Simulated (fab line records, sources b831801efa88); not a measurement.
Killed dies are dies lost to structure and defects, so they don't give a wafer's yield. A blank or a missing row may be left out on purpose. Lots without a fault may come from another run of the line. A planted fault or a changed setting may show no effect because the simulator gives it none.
Which tool did it? | flow sky130 | 14 lots, 42 wafers sampled, at 4 steps of a route of 708

WHAT THE GAUGES READ, wafer by wafer
The record holds no reading of a measuring or inspecting step that can be judged against a usual standard deviation.

WHICH TOOL RAN EACH LOT (tool, then ch and the chambers of the sampled wafers, then the start)
lot  | SKY_METAL4_SPUTTER_01        | SKY_METAL4_SPUTTER_03        | SKY_METAL4_SPUTTER_04        | SKY_CAP2M_CVD_00
L538 | pvd_sputter-04, day 39 12:46 | pvd_sputter-04, day 39 12:50 | pvd_sputter-04, day 39 12:51 | pecvd-01 ch 0,2, day 39 12:54
L540 | pvd_sputter-03, day 40 09:13 | pvd_sputter-03, day 40 09:16 | pvd_sputter-03, day 40 09:17 | pecvd-01 ch 0,2, day 40 09:20
L543 | pvd_sputter-02, day 41 15:38 | pvd_sputter-02, day 41 15:42 | pvd_sputter-02, day 41 15:43 | pecvd-01 ch 0,1,2, day 41 15:46
L544 | pvd_sputter-02, day 41 16:02 | pvd_sputter-02, day 41 16:07 | pvd_sputter-02, day 41 16:08 | pecvd-03 ch 0,1, day 41 16:11
L545 | pvd_sputter-03, day 41 19:02 | pvd_sputter-03, day 41 19:06 | pvd_sputter-03, day 41 19:07 | pecvd-02 ch 0,1,2, day 41 19:10
L546 | pvd_sputter-03, day 41 21:44 | pvd_sputter-03, day 41 21:48 | pvd_sputter-03, day 41 21:49 | pecvd-03 ch 1,2, day 41 21:52
L548 | pvd_sputter-02, day 42 10:29 | pvd_sputter-02, day 42 10:33 | pvd_sputter-02, day 42 10:34 | pecvd-03 ch 0,1, day 42 10:37
L549 | pvd_sputter-03, day 42 19:42 | pvd_sputter-03, day 42 19:46 | pvd_sputter-03, day 42 19:47 | pecvd-01 ch 0,1,2, day 42 19:50
L553 | pvd_sputter-03, day 43 22:51 | pvd_sputter-03, day 43 22:55 | pvd_sputter-03, day 43 22:56 | pecvd-02 ch 0,2, day 43 22:59
L555 | pvd_sputter-02, day 44 17:01 | pvd_sputter-02, day 44 17:05 | pvd_sputter-02, day 44 17:06 | pecvd-01 ch 1,2, day 44 17:09
L557 | pvd_sputter-02, day 45 08:22 | pvd_sputter-02, day 45 08:26 | pvd_sputter-02, day 45 08:26 | pecvd-03 ch 0,1,2, day 45 08:29
L559 | pvd_sputter-03, day 45 11:02 | pvd_sputter-03, day 45 11:06 | pvd_sputter-03, day 45 11:07 | pecvd-01 ch 0,2, day 45 11:10
L558 | pvd_sputter-04, day 45 12:41 | pvd_sputter-04, day 45 12:46 | pvd_sputter-04, day 45 12:47 | pecvd-02 ch 0,1,2, day 45 12:49
L561 | pvd_sputter-04, day 45 22:58 | pvd_sputter-04, day 45 23:02 | pvd_sputter-04, day 45 23:03 | pecvd-01 ch 0,2, day 45 23:06
- SKY_METAL4_SPUTTER_01: material TiN, target thk 20 nm, time 16.7 s.
- SKY_METAL4_SPUTTER_03: material Ti, target thk 5 nm, time 3.3 s.
- SKY_METAL4_SPUTTER_04: material TiN, target thk 70 nm, time 58.3 s.
- SKY_CAP2M_CVD_00: deposits SiO2, target thk 15.5 nm.

WHAT THE TOOLS THEMSELVES READ (means of the sampled wafers that have a number; where no wafer has one, the mark that the record gives instead)
SKY_METAL4_SPUTTER_01.
lot  | tool           | cathode_dc_power_W (W) | chamber_pressure_pa (Pa) | throttle_valve_pct (%)
L538 | pvd_sputter-04 | 6499.3                 | 0.4006                   | 30.4
L540 | pvd_sputter-03 | 6499.9                 | 0.4001                   | 30.1
L543 | pvd_sputter-02 | 6499.0                 | 0.3993                   | 29.6
L544 | pvd_sputter-02 | 6500.5                 | 0.3998                   | 29.2
L545 | pvd_sputter-03 | -                      | -                        | -
L546 | pvd_sputter-03 | -                      | -                        | -
L548 | pvd_sputter-02 | 6500.3                 | 0.3993                   | 29.3
L549 | pvd_sputter-03 | 6498.9                 | 0.3995                   | 30.4
L553 | pvd_sputter-03 | 6500.1                 | 0.3999                   | 29.4
L555 | pvd_sputter-02 | 6500.1                 | 0.3998                   | 29.3
L557 | pvd_sputter-02 | 6499.0                 | 0.3996                   | 29.5
L559 | pvd_sputter-03 | 6500.5                 | 0.3994                   | 30.4
L558 | pvd_sputter-04 | 6500.1                 | 0.3996                   | 31.2
L561 | pvd_sputter-04 | 6501.1                 | 0.4007                   | 29.3

SKY_METAL4_SPUTTER_03.
lot  | tool           | cathode_dc_power_W (W) | chamber_pressure_pa (Pa) | throttle_valve_pct (%)
L538 | pvd_sputter-04 | 3000.3                 | 0.3832                   | 30.1
L540 | pvd_sputter-03 | 3000.1                 | 0.3821                   | 30.1
L543 | pvd_sputter-02 | 2999.9                 | 0.3827                   | 29.5
L544 | pvd_sputter-02 | 3000.4                 | 0.3824                   | 29.3
L545 | pvd_sputter-03 | 3000.0                 | 0.3829                   | 30.4
L546 | pvd_sputter-03 | 2999.9                 | 0.3818                   | 31.1
L548 | pvd_sputter-02 | 2999.7                 | 0.3826                   | 29.5
L549 | pvd_sputter-03 | 3000.0                 | 0.3825                   | 30.2
L553 | pvd_sputter-03 | 3000.3                 | 0.3833                   | 29.3
L555 | pvd_sputter-02 | 3000.0                 | 0.3827                   | 29.3
L557 | pvd_sputter-02 | 3000.2                 | 0.3816                   | 29.6
L559 | pvd_sputter-03 | 3000.3                 | 0.3824                   | 30.2
L558 | pvd_sputter-04 | 2999.6                 | 0.3828                   | 31.1
L561 | pvd_sputter-04 | 3000.2                 | 0.3827                   | 29.4

SKY_METAL4_SPUTTER_04.
lot  | tool           | cathode_dc_power_W (W) | chamber_pressure_pa (Pa) | throttle_valve_pct (%)
L538 | pvd_sputter-04 | 6500.2                 | 0.3991                   | 30.4
L540 | pvd_sputter-03 | 6500.5                 | 0.3995                   | 30.1
L543 | pvd_sputter-02 | 6500.0                 | 0.4012                   | 29.5
L544 | pvd_sputter-02 | 6500.3                 | 0.4000                   | 29.2
L545 | pvd_sputter-03 | 6500.2                 | 0.4013                   | 30.3
L546 | pvd_sputter-03 | 6500.8                 | 0.3999                   | 31.0
L548 | pvd_sputter-02 | 6499.6                 | 0.3998                   | 29.4
L549 | pvd_sputter-03 | 6501.3                 | 0.4006                   | 30.3
L553 | pvd_sputter-03 | 6500.1                 | 0.4003                   | 29.3
L555 | pvd_sputter-02 | 6499.4                 | 0.4000                   | 29.3
L557 | pvd_sputter-02 | 6500.2                 | 0.4010                   | 29.5
L559 | pvd_sputter-03 | 6500.4                 | 0.3995                   | 30.3
L558 | pvd_sputter-04 | 6500.0                 | 0.3993                   | 31.1
L561 | pvd_sputter-04 | 6500.6                 | 0.4006                   | 29.4

SKY_CAP2M_CVD_00.
lot  | tool     | heater_power_w (W) | rf_fwd_power_W (W) | susceptor_temp_C (C)
L538 | pecvd-01 | 630                | 442.4              | 400.12
L540 | pecvd-01 | 634                | 441.4              | 400.07
L543 | pecvd-01 | 622                | 441.9              | 399.98
L544 | pecvd-03 | 852                | 440.9              | 399.92
L545 | pecvd-02 | 715                | 443.0              | 399.89
L546 | pecvd-03 | 753                | 442.4              | 399.90
L548 | pecvd-03 | 808                | 439.7              | 400.09
L549 | pecvd-01 | 646                | 442.4              | 399.99
L553 | pecvd-02 | 746                | 443.2              | 399.92
L555 | pecvd-01 | 626                | 442.3              | 400.02
L557 | pecvd-03 | 748                | 440.3              | 400.21
L559 | pecvd-01 | 665                | 440.6              | 400.19
L558 | pecvd-02 | 738                | 442.9              | 400.00
L561 | pecvd-01 | 628                | 442.1              | 400.20

THE ANSWER, worked out from the rows above alone
Rule: what is usual is taken from the lots themselves. Put in order of their means at a reading, lots are off if they are a third of the lots or fewer, leave a main group of 4 or more, and stand apart from it by a gap of 3 or more times the standard deviation of the main group's means; of several such gaps the widest counts. A main group whose means are all the same, to the digits that the tables above print for the reading, isn't used. A lot without any number at a reading at which 4 lots or more have one is off too. The other lots that the step has rows for count as sound. The gauges are gone through in route order, then the tools' own readings, and for those a lot's mean is taken as printed above. The first step at which some lot is off is used, and at that step the reading that is off furthest; a lot without a number counts as furthest.
Off: L545, L546, at SKY_METAL4_SPUTTER_01 (cathode_dc_power_W). Without a number there: L545, L546. The main group: mean 6499.9 W, standard deviation 0.67.
A tool fits if, at that step or a process step before it, it ran every lot that is off, and no sound lot after the first of them. None of those tried fits.

WHAT THE SIMULATOR HAD PUT IN
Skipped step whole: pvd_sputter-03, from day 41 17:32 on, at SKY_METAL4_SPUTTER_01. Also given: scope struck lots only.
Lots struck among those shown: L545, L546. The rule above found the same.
